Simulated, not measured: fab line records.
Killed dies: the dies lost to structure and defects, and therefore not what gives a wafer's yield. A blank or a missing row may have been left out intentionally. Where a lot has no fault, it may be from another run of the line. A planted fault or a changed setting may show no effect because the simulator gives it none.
fab line records	flow sky130
record: lots: 11	wafers: 33	lastDay: 50
route steps=708 shown CONTACT@409 METAL1@435 PAD_OPEN@708
lots with no fault: from the same line, run without faults
startH: hours from the record's opening day to when the first of the lot's shown wafers began	waitH: hours from the lot's prior step to this one	" the same as in the row above	L1.1+2: a row that stands for several wafers	- no value present, or no start provided	* or withheld: withheld	< > ~ a bound
route shown NAME@n: NAME is a module with steps in the file, n the number in the route of the first one	usual: mean/standard deviation taken from wafers without a fault	same: alike in all rows	chamber/n: place in a boat	sites: per-site readings	_std_site: the values' standard deviation	_edge_site: inner sites' mean taken away from outer sites' mean	radiusMm: how far each site lies from the wafer's centre	mask NAME#n: copy n	behind: the most recent tool/chamber to have shaped the wafer	hold: cause of the lot's hold/its duration in hours/its outcome	device: the n, p or np transistor that did not switch	end of line: tests of these same wafers at the route's end	where a step has no rows: the recipe by itself	killed: not the wafer's yield, but the dies lost to structure and defects at the first sort	map: the dies of a wafer, with x for killed, . for not killed, _ for no die there
set.NAME: the run value of the setting; set.NAME@STEP: its run value at that earlier step	model.NAME: the simulator's own value behind a step, which no gauge read
steps of the route over a sample of lots; a table a step, a row a wafer
services: when a tool's chamber went out of use (startH, in hours from the record's first day, below 0 if earlier), for how many hours, and the reason
== steps ==
step: SKY_CONTACT_THK_MEAS_03
recipe: reads: SiO2_of_CONTACT_HDPCVD_02
usual: CONTACT_HDPCVD_THK: 564/5.4
lot.wafer	tool	chamber	startH	waitH	CONTACT_HDPCVD_THK[nm]
L916.4	filmMetro-03	-	743.94	0.0	569
L916.5	"	-	"	"	569
L916.6	"	-	"	"	569
L917.1	filmMetro-03	-	756.20	0.0	562
L917.2	"	-	"	"	566
L917.5	"	-	"	"	567
L918.2	filmMetro-03	-	768.24	0.0	566
L918.3	"	-	"	"	564
L918.6	"	-	"	"	568
L919.2	filmMetro-04	-	771.62	0.0	571
L919.5	"	-	"	"	569
L919.6	"	-	"	"	565
L920.3	filmMetro-03	-	780.36	0.1	561
L920.4	"	-	"	"	568
L920.6	"	-	"	"	563
L921.1	filmMetro-04	-	785.24	0.0	563
L921.5	"	-	"	"	565
L921.6	"	-	"	"	568
L924.2	filmMetro-04	-	806.79	0.0	559
L924.3	"	-	"	"	562
L924.6	"	-	"	"	555
L929.2	filmMetro-01	-	840.76	0.0	563
L929.4	"	-	"	"	558
L929.5	"	-	"	"	563
L931.1	filmMetro-03	-	852.49	0.0	559
L931.2	"	-	"	"	558
L931.6	"	-	"	"	558
L932.3	filmMetro-03	-	858.84	0.1	566
L932.4	"	-	"	"	562
L932.5	"	-	"	"	566
L935.1	filmMetro-01	-	893.35	0.0	557
L935.5	"	-	"	"	557
L935.6	"	-	"	"	556
step: SKY_CONTACT_CVD_24
recipe: material: W	targetThkNm: 340	timeS: 102.12	tempC: 400	pressureTorr: 40
usual: chamberPressureTorr: 39.98/0.083	heaterPowerW: 890/60	susceptorTempC: 400.04/0.21
lot.wafer	tool	chamber	startH	waitH	chamberPressureTorr	heaterPowerW	susceptorTempC
L916.4	cvdW-02	0	773.08	0.1	39.92	919	400.19
L916.5	"	0	"	"	40.07	901	400.27
L916.6	"	1	"	"	40.02	798	400.04
L917.1	cvdW-02	0	785.00	0.0	40.03	904	399.52
L917.2	"	1	"	"	39.99	809	399.79
L917.5	"	0	"	"	39.90	874	400.04
L918.2	cvdW-02	1	796.78	0.0	40.03	815	400.38
L918.3	"	1	"	"	40.06	806	400.34
L918.6	"	1	"	"	40.14	817	400.36
L919.2	cvdW-01	0	800.27	0.0	40.04	922	400.15
L919.5	"	0	"	"	39.86	980	400.60
L919.6	"	1	"	"	39.90	950	400.10
L920.3	cvdW-02	0	808.72	0.1	40.12	875	400.06
L920.4	"	1	"	"	39.98	806	400.09
L920.6	"	1	"	"	39.91	787	399.84
L921.1	cvdW-01	1	813.51	0.0	40.01	962	400.03
L921.5	"	0	"	"	39.93	947	400.43
L921.6	"	1	"	"	40.00	961	400.21
L924.2	cvdW-01	1	834.67	0.0	39.87	970	399.98
L924.3	"	0	"	"	39.94	944	400.22
L924.6	"	1	"	"	39.87	967	400.20
L929.2	cvdW-01	0	868.20	0.0	39.98	920	399.65
L929.4	"	1	"	"	40.09	972	399.88
L929.5	"	1	"	"	39.93	975	399.66
L931.1	cvdW-02	0	878.40	0.0	39.93	902	400.02
L931.2	"	1	"	"	40.14	804	400.33
L931.6	"	0	"	"	40.05	896	399.65
L932.3	cvdW-02	1	885.58	0.1	39.87	827	399.98
L932.4	"	0	"	"	39.80	888	400.32
L932.5	"	0	"	"	39.93	915	400.12
L935.1	cvdW-02	1	919.56	0.0	40.03	810	399.93
L935.5	"	0	"	"	39.90	903	400.02
L935.6	"	1	"	"	39.98	812	399.79
step: SKY_METAL1_SPUTTER_01
recipe: material: TiN	targetThkNm: 20	powerW: 6500	timeS: 16.7	chamberPressurePa: 0.4
usual: throttleValvePct: 30.4/1.1
lot.wafer	tool	chamber	startH	waitH	throttleValvePct
L916.4	pvdSputter-04	-	773.65	0.0	30.2
L916.5	"	-	"	"	31.5
L916.6	"	-	"	"	29.9
L917.1	pvdSputter-04	-	785.61	0.0	30.2
L917.2	"	-	"	"	31.3
L917.5	"	-	"	"	30.5
L918.2	pvdSputter-02	-	797.39	0.0	30.4
L918.3	"	-	"	"	29.3
L918.6	"	-	"	"	30.7
L919.2	pvdSputter-01	-	800.89	0.0	30.3
L919.5	"	-	"	"	30.0
L919.6	"	-	"	"	29.3
L920.3	pvdSputter-04	-	809.29	0.0	32.7
L920.4	"	-	"	"	30.4
L920.6	"	-	"	"	31.4
L921.1	pvdSputter-04	-	814.13	0.0	31.3
L921.5	"	-	"	"	30.3
L921.6	"	-	"	"	31.6
L924.2	pvdSputter-01	-	835.29	0.0	28.8
L924.3	"	-	"	"	29.4
L924.6	"	-	"	"	29.1
L929.2	pvdSputter-01	-	868.81	0.0	30.2
L929.4	"	-	"	"	29.5
L929.5	"	-	"	"	28.7
L931.1	pvdSputter-01	-	879.02	0.0	28.8
L931.2	"	-	"	"	30.3
L931.6	"	-	"	"	30.1
L932.3	pvdSputter-01	-	886.16	0.0	29.4
L932.4	"	-	"	"	30.0
L932.5	"	-	"	"	29.4
L935.1	pvdSputter-02	-	920.18	0.0	30.5
L935.5	"	-	"	"	29.2
L935.6	"	-	"	"	31.5
step: SKY_METAL1_ETCH_18
recipe: chemistry: N2/H2	target: BARC	ionEnergyEv: 200	biasW: 100	pressureMtorr: 30	n2FlowSccm: 100	h2FlowSccm: 200	icpW: 500	stopOn: SiO2	timeS: 45.9	targetDepthA: 600
usual: drypumpMotorCurrentA: 5.3/0.31	oesProductAu: 0.854/0.0048	throttleValvePct: 13.225/0.0086
lot.wafer	tool	chamber	startH	waitH	drypumpMotorCurrentA	oesProductAu	rfHoursCounterH	throttleValvePct
L916.4	rieMetal-04	0	801.32	0.0	5.0	0.849	-	13.238
L916.5	"	1	"	"	5.7	0.855	-	13.227
L916.6	"	0	"	"	5.0	0.852	-	13.213
L917.1	rieMetal-04	0	813.47	0.0	5.0	0.858	11	13.228
L917.2	"	1	"	"	5.7	0.851	15	13.226
L917.5	"	0	"	"	5.0	0.858	-	13.211
L918.2	rieMetal-03	1	824.32	0.0	5.7	0.857	17	13.230
L918.3	"	0	"	"	5.1	0.858	-	13.235
L918.6	"	1	"	"	5.7	0.859	-	13.239
L919.2	rieMetal-04	0	828.20	0.1	5.0	0.858	-	13.226
L919.5	"	0	"	"	5.0	0.856	-	13.227
L919.6	"	0	"	"	5.0	0.859	-	13.226
L920.3	rieMetal-04	1	836.26	0.0	5.7	0.849	-	13.243
L920.4	"	0	"	"	5.0	0.853	-	13.231
L920.6	"	1	"	"	5.7	0.848	-	13.224
L921.1	rieMetal-03	0	840.49	0.0	5.1	0.850	11	13.210
L921.5	"	1	"	"	5.7	0.857	-	13.220
L921.6	"	0	"	"	5.1	0.847	-	13.229
L924.2	rieMetal-01	1	860.80	0.0	5.1	0.865	14	13.219
L924.3	"	0	"	"	5.4	0.850	-	13.225
L924.6	"	0	"	"	5.4	0.854	-	13.234
L929.2	rieMetal-01	1	894.45	0.1	5.1	0.858	-	13.225
L929.4	"	1	"	"	5.1	0.855	-	13.222
L929.5	"	1	"	"	5.1	0.855	-	13.227
L931.1	rieMetal-01	1	904.34	0.0	5.1	0.808	16	13.213
L931.2	"	0	"	"	5.4	0.817	7	13.230
L931.6	"	1	"	"	5.1	0.811	-	13.230
L932.3	rieMetal-01	0	911.14	0.0	5.4	0.815	-	13.216
L932.4	"	1	"	"	5.1	0.811	-	13.216
L932.5	"	1	"	"	5.1	0.810	-	13.224
L935.1	rieMetal-03	1	945.38	0.1	5.7	0.858	4	13.233
L935.5	"	1	"	"	5.7	0.844	-	13.217
L935.6	"	1	"	"	5.7	0.855	-	13.232
step: SKY_METAL1_STRIP_20
recipe: chemistry: O2/N2	powerW: 1400	pressureMtorr: 1500	platenTempC: withheld	o2FlowSccm: 3000	n2FlowSccm: 300	overashFraction: 0.5
usual: drypumpMotorCurrentA: 5.9/0.53	oesProductAu: 0.344/0.0053	stripTimeToEndpointS: 2.70/0.046
lot.wafer	tool	chamber	startH	waitH	drypumpMotorCurrentA	oesProductAu	rfHoursCounterH	stripTimeToEndpointS
L916.4	plasmaAsher-01	1	801.49	0.1	6.3	0.347	-	2.69
L916.5	"	0	"	"	5.3	0.347	-	2.72
L916.6	"	1	"	"	6.3	0.342	-	2.67
L917.1	plasmaAsher-04	1	813.62	0.1	6.6	0.353	67	2.65
L917.2	"	0	"	"	5.4	0.340	67	2.68
L917.5	"	1	"	"	6.6	0.346	-	2.63
L918.2	plasmaAsher-01	0	824.47	0.1	5.3	0.345	37	2.68
L918.3	"	1	"	"	6.3	0.349	-	2.69
L918.6	"	0	"	"	5.3	0.344	-	2.69
L919.2	plasmaAsher-02	0	828.48	0.1	5.9	0.345	7	2.66
L919.5	"	1	"	"	5.6	0.349	-	2.69
L919.6	"	0	"	"	5.9	0.339	-	2.66
L920.3	plasmaAsher-04	1	836.43	0.1	6.6	0.341	-	2.73
L920.4	"	0	"	"	5.3	0.340	-	2.65
L920.6	"	0	"	"	5.3	0.349	-	2.74
L921.1	plasmaAsher-04	1	840.65	0.1	6.7	0.343	70	2.70
L921.5	"	1	"	"	6.6	0.351	-	2.74
L921.6	"	0	"	"	5.3	0.345	-	2.73
L924.2	plasmaAsher-01	0	860.95	0.1	5.3	0.343	40	2.77
L924.3	"	0	"	"	5.3	0.345	-	2.69
L924.6	"	0	"	"	5.3	0.343	-	2.72
L929.2	plasmaAsher-02	1	894.74	0.1	5.6	0.346	13	2.76
L929.4	"	1	"	"	5.6	0.347	-	2.81
L929.5	"	0	"	"	5.9	0.351	-	2.75
L931.1	plasmaAsher-04	1	904.50	0.1	6.6	0.351	77	2.91
L931.2	"	0	"	"	5.3	0.353	77	2.82
L931.6	"	1	"	"	6.6	0.357	-	2.90
L932.3	plasmaAsher-04	1	911.31	0.1	6.7	0.345	-	2.85
L932.4	"	0	"	"	5.3	0.351	-	2.90
L932.5	"	0	"	"	5.3	0.350	-	2.93
L935.1	plasmaAsher-04	0	945.69	0.1	5.3	0.340	81	2.64
L935.5	"	1	"	"	6.6	0.348	-	2.63
L935.6	"	0	"	"	5.3	0.342	-	2.62
step: SKY_PAD_OPEN_PROBE_99
usual: defectLimitedYield: 82.6/1.7	killed_at_M0_to_M3: 42/6.4	killed_at_M4_up: 3.2/1.9	killedAtContacts: 24/4.8	killedAtFrontEnd: 16/4.4	killedAtOther: 0.3/0.55	killedDies: 86/8.6	killedOpen: 46/6.6	killedShort: 39/5.7
same: grossDies: 492	killedAtBackSide: 0
lot.wafer	tool	chamber	startH	waitH	defectLimitedYield[%]	killed_at_M0_to_M3	killed_at_M4_up	killedAtContacts	killedAtFrontEnd	killedAtOther	killedDies	killedOpen	killedShort
L916.4	prober-01	-	1104.00	0.2	82.9	40	2	28	14	0	84	51	33
L916.5	prober-01	-	1104.05	0.2	81.5	44	3	27	16	1	91	47	44
L916.6	prober-01	-	1104.10	0.2	84.3	43	2	19	13	0	77	37	40
L917.1	prober-01	-	1112.68	0.1	83.3	40	7	20	15	0	82	40	40
L917.2	prober-01	-	1112.73	0.1	80.1	50	5	31	12	0	98	51	45
L917.5	prober-01	-	1112.88	0.2	84.1	38	3	19	17	1	78	41	34
L918.2	prober-02	-	1120.31	0.1	85.2	34	2	23	14	0	73	33	40
L918.3	prober-02	-	1120.36	0.2	82.7	44	4	19	17	1	85	49	35
L918.6	prober-02	-	1120.51	0.2	81.7	40	5	32	12	1	90	49	40
L919.2	prober-01	-	1123.06	0.1	85.6	36	5	17	13	0	71	39	32
L919.5	prober-01	-	1123.21	0.2	78.3	59	3	30	15	0	107	53	54
L919.6	prober-01	-	1123.26	0.2	80.7	45	4	33	13	0	95	56	38
L920.3	prober-02	-	1130.80	0.2	82.9	45	2	21	16	0	84	48	35
L920.4	prober-02	-	1130.85	0.2	83.1	44	3	23	13	0	83	39	43
L920.6	prober-02	-	1130.95	0.2	83.9	41	4	22	12	0	79	41	37
L921.1	prober-01	-	1132.44	0.1	84.8	30	2	24	18	1	75	36	39
L921.5	prober-01	-	1132.64	0.2	84.1	31	1	22	23	1	78	36	40
L921.6	prober-01	-	1132.69	0.2	81.7	33	2	31	22	2	90	47	41
L924.2	prober-01	-	1146.35	0.1	84.8	35	4	20	15	1	75	46	28
L924.3	prober-01	-	1146.40	0.2	80.1	54	0	25	18	1	98	61	36
L924.6	prober-01	-	1146.55	0.2	80.3	47	5	32	13	0	97	44	53
L929.2	prober-01	-	1172.42	0.1	81.1	50	3	29	11	0	93	53	39
L929.4	prober-01	-	1172.52	0.2	81.9	49	3	23	14	0	89	42	47
L929.5	prober-01	-	1172.57	0.2	84.8	37	1	27	10	0	75	44	31
L931.1	prober-01	-	1178.38	0.1	83.1	38	4	23	18	0	83	45	38
L931.2	prober-01	-	1178.43	0.1	81.3	42	7	24	18	1	92	51	41
L931.6	prober-01	-	1178.63	0.2	82.5	47	3	28	8	0	86	52	34
L932.3	prober-01	-	1182.80	0.2	82.9	33	9	22	20	0	84	47	37
L932.4	prober-01	-	1182.85	0.2	82.7	47	1	21	15	1	85	51	34
L932.5	prober-01	-	1182.90	0.2	83.3	41	5	21	15	0	82	40	42
L935.1	prober-01	-	1205.04	0.1	82.7	47	1	27	10	0	85	44	40
L935.5	prober-01	-	1205.24	0.2	84.6	42	4	15	15	0	76	39	37
L935.6	prober-01	-	1205.29	0.2	85.8	32	4	24	10	0	70	36	34
killed by level:class
L916.4 CONTACT:geometricParticle:open=11 VIA3:geometricParticle:open=10 VIA2:geometricParticle:open=9 FIELD_ISO:geometricParticle:open=6 LOCAL_INTERCONNECT:geometricParticle:short=6 METAL2:geometricParticle:short=6 LI_CONTACT:geometricParticle:open=5 FIELD_ISO:geometricParticle:short=4
L916.5 POLY_GATE:geometricParticle:open=8 LI_CONTACT:geometricParticle:open=8 VIA1:geometricParticle:open=8 CONTACT:geometricParticle:open=7 METAL2:geometricParticle:short=7 VIA2:geometricParticle:open=7 VIA1:geometricParticle:short=6 LOCAL_INTERCONNECT:geometricParticle:short=5
L916.6 METAL2:geometricParticle:short=8 METAL3:geometricParticle:short=8 CONTACT:geometricParticle:open=7 METAL1:geometricParticle:short=7 VIA1:geometricParticle:open=5 VIA3:geometricParticle:open=5 FIELD_ISO:geometricParticle:open=4 LI_CONTACT:geometricParticle:open=4
L917.1 VIA3:geometricParticle:open=9 CONTACT:geometricParticle:open=7 VIA1:geometricParticle:open=7 METAL2:geometricParticle:short=6 VIA2:geometricParticle:open=6 FIELD_ISO:geometricParticle:short=4 POLY_GATE:geometricParticle:short=4 METAL4:geometricParticle:short=4
L917.2 CONTACT:geometricParticle:open=11 VIA1:geometricParticle:open=11 LOCAL_INTERCONNECT:geometricParticle:short=10 METAL1:geometricParticle:short=10 METAL2:geometricParticle:short=9 VIA2:geometricParticle:open=7 LI_CONTACT:geometricParticle:open=5 POLY_GATE:geometricParticle:open=4
L917.5 LI_CONTACT:geometricParticle:open=8 VIA3:geometricParticle:open=6 METAL1:geometricParticle:short=5 VIA1:geometricParticle:short=5 VIA1:geometricParticle:open=5 VIA2:geometricParticle:open=5 FIELD_ISO:geometricParticle:short=4 FIELD_ISO:geometricParticle:open=4
L918.2 CONTACT:geometricParticle:short=8 VIA2:geometricParticle:open=6 CONTACT:geometricParticle:open=6 VIA1:geometricParticle:open=6 FIELD_ISO:geometricParticle:short=5 POLY_GATE:geometricParticle:short=5 VIA3:geometricParticle:open=5 METAL2:geometricParticle:short=5
L918.3 VIA1:geometricParticle:open=11 VIA3:geometricParticle:open=10 CONTACT:geometricParticle:open=7 FIELD_ISO:geometricParticle:short=6 LI_CONTACT:geometricParticle:open=5 METAL1:geometricParticle:short=5 LOCAL_INTERCONNECT:geometricParticle:short=4 METAL4:geometricParticle:short=4
L918.6 CONTACT:geometricParticle:open=9 LI_CONTACT:geometricParticle:open=8 VIA1:geometricParticle:open=7 METAL1:geometricParticle:short=6 VIA3:geometricParticle:short=6 VIA3:geometricParticle:open=6 LOCAL_INTERCONNECT:geometricParticle:short=5 CONTACT:geometricParticle:short=5
L919.2 VIA1:geometricParticle:open=9 VIA3:geometricParticle:open=8 CONTACT:geometricParticle:open=6 VIA1:geometricParticle:short=6 CONTACT:geometricParticle:short=4 FIELD_ISO:geometricParticle:open=3 LOCAL_INTERCONNECT:geometricParticle:short=3 VIA2:geometricParticle:short=3
L919.5 VIA1:geometricParticle:open=16 VIA1:geometricParticle:short=10 METAL2:geometricParticle:short=8 VIA3:geometricParticle:open=8 CONTACT:geometricParticle:open=7 METAL1:geometricParticle:short=7 POLY_GATE:geometricParticle:open=6 LI_CONTACT:geometricParticle:open=6
L919.6 VIA1:geometricParticle:open=14 LI_CONTACT:geometricParticle:open=10 CONTACT:geometricParticle:open=8 VIA2:geometricParticle:open=7 CONTACT:geometricParticle:short=6 METAL2:geometricParticle:short=6 FIELD_ISO:geometricParticle:short=5 POLY_GATE:geometricParticle:open=5
L920.3 VIA1:geometricParticle:open=10 LI_CONTACT:geometricParticle:open=9 VIA2:geometricParticle:open=7 VIA1:geometricParticle:short=6 CONTACT:geometricParticle:open=6 FIELD_ISO:geometricParticle:short=5 FIELD_ISO:geometricParticle:open=5 METAL1:geometricParticle:short=5
L920.4 VIA1:geometricParticle:short=10 VIA2:geometricParticle:open=8 VIA1:geometricParticle:open=7 POLY_GATE:geometricParticle:open=6 LI_CONTACT:geometricParticle:open=6 VIA3:geometricParticle:open=6 METAL1:geometricParticle:short=5 LOCAL_INTERCONNECT:geometricParticle:short=5
L920.6 VIA3:geometricParticle:open=9 VIA1:geometricParticle:open=9 CONTACT:geometricParticle:short=6 CONTACT:geometricParticle:open=5 METAL1:geometricParticle:short=5 METAL2:geometricParticle:short=5 METAL3:geometricParticle:short=4 LI_CONTACT:geometricParticle:short=3
L921.1 CONTACT:geometricParticle:open=9 LI_CONTACT:geometricParticle:open=6 FIELD_ISO:geometricParticle:short=5 VIA3:geometricParticle:open=5 POLY_GATE:geometricParticle:short=4 VIA2:geometricParticle:open=4 METAL2:geometricParticle:short=4 METAL3:geometricParticle:short=4
L921.5 FIELD_ISO:geometricParticle:open=7 CONTACT:geometricParticle:open=7 VIA2:geometricParticle:short=6 FIELD_ISO:geometricParticle:short=5 VIA1:geometricParticle:open=5 LI_CONTACT:geometricParticle:open=4 LOCAL_INTERCONNECT:geometricParticle:short=4 CONTACT:geometricParticle:short=4
L921.6 CONTACT:geometricParticle:open=13 METAL2:geometricParticle:short=8 VIA1:geometricParticle:open=8 FIELD_ISO:geometricParticle:open=6 LI_CONTACT:geometricParticle:open=6 CONTACT:geometricParticle:short=5 METAL1:geometricParticle:short=5 FIELD_ISO:geometricParticle:short=4
L924.2 VIA1:geometricParticle:open=13 CONTACT:geometricParticle:open=7 LI_CONTACT:geometricParticle:open=5 METAL2:geometricParticle:short=5 FIELD_ISO:geometricParticle:open=4 VIA3:geometricParticle:open=4 FIELD_ISO:geometricParticle:short=3 POLY_GATE:geometricParticle:open=3
L924.3 VIA1:geometricParticle:open=14 CONTACT:geometricParticle:open=12 VIA2:geometricParticle:open=8 POLY_GATE:geometricParticle:open=7 VIA1:geometricParticle:short=5 VIA3:geometricParticle:open=4 LI_CONTACT:geometricParticle:open=4 LOCAL_INTERCONNECT:geometricParticle:short=4
L924.6 CONTACT:geometricParticle:open=9 LI_CONTACT:geometricParticle:open=8 VIA3:geometricParticle:open=8 LOCAL_INTERCONNECT:geometricParticle:short=7 CONTACT:geometricParticle:short=7 VIA1:geometricParticle:open=7 METAL1:geometricParticle:short=6 VIA1:geometricParticle:short=5
L929.2 CONTACT:geometricParticle:open=13 VIA1:geometricParticle:open=10 VIA2:geometricParticle:open=9 VIA3:geometricParticle:open=8 VIA1:geometricParticle:short=8 CONTACT:geometricParticle:short=7 LOCAL_INTERCONNECT:geometricParticle:short=5 METAL1:geometricParticle:short=4
L929.4 METAL1:geometricParticle:short=8 VIA2:geometricParticle:open=8 VIA3:geometricParticle:short=8 CONTACT:geometricParticle:open=7 LI_CONTACT:geometricParticle:open=6 FIELD_ISO:geometricParticle:short=5 VIA3:geometricParticle:open=5 LOCAL_INTERCONNECT:geometricParticle:short=4
L929.5 CONTACT:geometricParticle:open=13 LI_CONTACT:geometricParticle:open=7 METAL1:geometricParticle:short=6 VIA3:geometricParticle:open=6 VIA2:geometricParticle:open=5 VIA1:geometricParticle:open=5 METAL2:geometricParticle:short=4 FIELD_ISO:geometricParticle:open=3
L931.1 LI_CONTACT:geometricParticle:open=9 VIA2:geometricParticle:open=7 VIA3:geometricParticle:open=7 VIA1:geometricParticle:open=7 FIELD_ISO:geometricParticle:short=6 CONTACT:geometricParticle:open=6 METAL2:geometricParticle:short=6 METAL1:geometricParticle:short=4
L931.2 VIA1:geometricParticle:open=10 LI_CONTACT:geometricParticle:open=9 CONTACT:geometricParticle:open=7 VIA1:geometricParticle:short=7 VIA3:geometricParticle:open=7 FIELD_ISO:geometricParticle:short=6 CONTACT:geometricParticle:short=6 METAL4:geometricParticle:short=5
L931.6 VIA2:geometricParticle:open=13 CONTACT:geometricParticle:open=11 LI_CONTACT:geometricParticle:open=7 VIA1:geometricParticle:open=7 VIA3:geometricParticle:open=6 METAL1:geometricParticle:short=5 METAL2:geometricParticle:short=4 LOCAL_INTERCONNECT:geometricParticle:open=4
L932.3 VIA1:geometricParticle:open=11 CONTACT:geometricParticle:open=9 LI_CONTACT:geometricParticle:open=6 METAL4:geometricParticle:short=6 POLY_GATE:geometricParticle:short=5 METAL2:geometricParticle:short=5 VIA3:geometricParticle:open=5 FIELD_ISO:geometricParticle:open=4
L932.4 VIA3:geometricParticle:open=11 CONTACT:geometricParticle:open=10 METAL1:geometricParticle:short=8 VIA1:geometricParticle:open=7 LI_CONTACT:geometricParticle:open=7 FIELD_ISO:geometricParticle:short=6 METAL2:geometricParticle:short=5 SPACER:geometricParticle:open=3
L932.5 VIA1:geometricParticle:open=11 FIELD_ISO:geometricParticle:short=8 METAL2:geometricParticle:short=8 VIA3:geometricParticle:open=8 LI_CONTACT:geometricParticle:open=5 LI_CONTACT:geometricParticle:short=4 LOCAL_INTERCONNECT:geometricParticle:short=4 CONTACT:geometricParticle:open=4
L935.1 VIA1:geometricParticle:short=13 CONTACT:geometricParticle:open=12 VIA1:geometricParticle:open=10 METAL2:geometricParticle:short=8 LI_CONTACT:geometricParticle:open=5 LOCAL_INTERCONNECT:geometricParticle:short=5 VIA2:geometricParticle:open=5 VIA3:geometricParticle:open=4
L935.5 VIA1:geometricParticle:open=8 CONTACT:geometricParticle:open=7 METAL1:geometricParticle:short=7 POLY_GATE:geometricParticle:open=6 METAL2:geometricParticle:short=5 VIA1:geometricParticle:short=5 LI_CONTACT:geometricParticle:open=4 VIA3:geometricParticle:open=4
L935.6 VIA1:geometricParticle:open=7 CONTACT:geometricParticle:open=6 FIELD_ISO:geometricParticle:short=5 LI_CONTACT:geometricParticle:short=5 LI_CONTACT:geometricParticle:open=5 VIA2:geometricParticle:open=5 METAL2:geometricParticle:short=5 VIA3:geometricParticle:open=5
== services ==
tool	chamber	startH	hours	kind
rieMetal-03	0	752.81	3.8	repair
pvdSputter-01	0	754.10	-	consumableReplace:kit
pvdSputter-01	0	754.10	18.0	scheduledDown
pvdSputter-01	0	754.10	18.0	ventCycle
rieMetal-01	0	765.88	4.6	repair
rieMetal-03	0	768.88	11.3	repair
cvdW-02	-	792.23	3.9	repair
plasmaAsher-02	-	792.56	14.6	pm
cvdW-02	0	814.78	11.1	repair
cvdW-01	-	849.63	6.9	pm
rieMetal-01	0	873.71	8.3	repair
rieMetal-01	0	892.26	5.2	repair
rieMetal-03	-	901.08	0.5	repair
plasmaAsher-02	-	902.56	6.1	repair
cvdW-01	-	904.00	14.0	pm
pvdSputter-04	-	909.72	5.0	repair
pvdSputter-01	3	922.56	-	consumableReplace:kit
pvdSputter-01	3	922.56	18.0	scheduledDown
pvdSputter-01	3	922.56	18.0	ventCycle
pvdSputter-01	-	923.22	5.2	repair
plasmaAsher-01	-	923.72	4.0	repair
cvdW-02	-	925.78	2.8	pm
rieMetal-04	-	930.37	0.8	repair
rieMetal-03	0	933.68	112.1	repair
== key ==
firstSign: step: SKY_METAL1_ETCH_18	reading: oesProductAu	direction: down	sigmas: 8.8	usual: 0.854	struck: 0.812
effect: step: SKY_METAL1_STRIP_20	reading: stripTimeToEndpointS	direction: up	sigmas: 3.9	usual: *	struck: *
metAt SKY_METAL1_ETCH_18
struckLots L931,L932
notActingAt SKY_CONTACT_THK_MEAS_03,SKY_CONTACT_CVD_24,SKY_METAL1_SPUTTER_01
onsetBetween 894.45 904.34
fault: kind: processParameterDrift	tool: rieMetal-01	chamber: -	onsetH: 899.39	steps: SKY_METAL1_ETCH_18	channel: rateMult	offset: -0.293	shape: step	endH: 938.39
